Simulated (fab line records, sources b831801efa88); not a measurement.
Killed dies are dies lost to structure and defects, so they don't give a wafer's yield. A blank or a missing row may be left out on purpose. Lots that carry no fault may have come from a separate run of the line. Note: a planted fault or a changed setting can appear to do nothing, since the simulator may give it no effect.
A lot that was struck, set against a sound lot ; flow sky130 ; 15 steps out of a route of 708
Sound: these wafers, L258.3, L258.5, L258.6. Wafers struck: L277.1, L277.2, L277.4. Last of all comes the cause.
For every step that has rows: the tool of each side, followed by ch and its chambers, followed by its first start. Under that, the readings that differ: sound wafers ; struck wafers ; difference of the means ; sigmas: that difference in standard deviations of wafers without a fault.
alike: readings with means less than 2 such deviations apart, plus words and numbers identical on both sides. not compared: withheld readings, readings lacking a value on some wafer, bounds such as >300 that could conceal the same value, and numbers that have no deviation in the record and whose values overlap.
A row with sigmas, a row that says differs or no value, or rows on one side alone: a step with any of these is where the two part. Non-overlapping numbers with no deviation appear without sigmas and do not part them. Lack of a reading on every wafer of one side parts them only where that side has two or more wafers.

first, 4 steps without rows for these wafers: SKY_LDD_HVN_SOFTBAKE_03 (time 60 s); SKY_LDD_HVN_EXPOSE_04 (exposes mask HVNTM, target cd 700 nm); SKY_LDD_HVN_PEB_05; SKY_LDD_HVN_DEVELOP_06 (develop time 60 s).
SKY_LDD_HVN_OVL_MEAS_07:
  struck on overlay-02, day 27 16:56; sound on overlay-02, day 20 22:47
  alike: LDD_HVN_OVL
next, for these wafers, 1 step has no rows: SKY_LDD_HVN_IMPLANT_08.
SKY_LDD_HVN_STRIP_09: strips in O2/N2.
  sound on plasma-asher-04 ch 0,1, day 20 23:09; struck on plasma-asher-04 ch 0,1, day 27 17:10
  alike: chamber-pressure-mTorr, drypump-motor-current-A, oes-product-au, strip-time-to-endpoint-s
  not compared: rf-hours-counter-h
SKY_LDD_HVN_TW_MEAS_10:
  struck on film-metro-04, day 27 17:16; sound on film-metro-01, day 20 23:14
reading;sound;struck;difference;sigmas
LDD_HVN_TW;1414 1424 1415;1440 1433 1439;+20;+3
then, 4 steps without rows for these wafers: SKY_LDD_HVP_DEHYDRATE_00 (time 60 s); SKY_LDD_HVP_HMDS_01 (prime time 60 s); SKY_LDD_HVP_COAT_02 (resist thk 300 nm); SKY_LDD_HVP_SOFTBAKE_03 (time 60 s).
SKY_LDD_HVP_EXPOSE_04: exposes mask HVPTM, target cd 700 nm.
  sound on iline-stepper-01 ch 0, day 21 14:38; struck on iline-stepper-01 ch 0, day 28 07:32
reading;sound;struck;difference;sigmas
mask;HVPTM#0 HVPTM#0 HVPTM#0;HVPTM_R1#0 HVPTM_R1#0 HVPTM_R1#0;differs;
next, for these wafers, 1 step has no rows: SKY_LDD_HVP_PEB_05.
-- record jumps: 22 days separate the struck wafers' starts on either side; left off in module LDD_HVP, taken up again in module PAD_OPEN, whose first shown step is the route's number 708 --
SKY_PAD_OPEN_PROBE_99:
  struck on prober-01, day 50 11:22; sound on prober-01, day 46 02:22
  alike: killed_at_M0_to_M3, killed_at_M4_up, killed-at-contacts, killed-at-front-end, killed-at-other, killed-dies, killed-open, killed-short

## WHERE THEY PART
Earliest at SKY_LDD_HVN_TW_MEAS_10; latest, in this record, at SKY_LDD_HVP_EXPOSE_04. Later steps at which nothing parts them and some readings are alike: SKY_PAD_OPEN_PROBE_99.

WHY: the cause the simulator had injected
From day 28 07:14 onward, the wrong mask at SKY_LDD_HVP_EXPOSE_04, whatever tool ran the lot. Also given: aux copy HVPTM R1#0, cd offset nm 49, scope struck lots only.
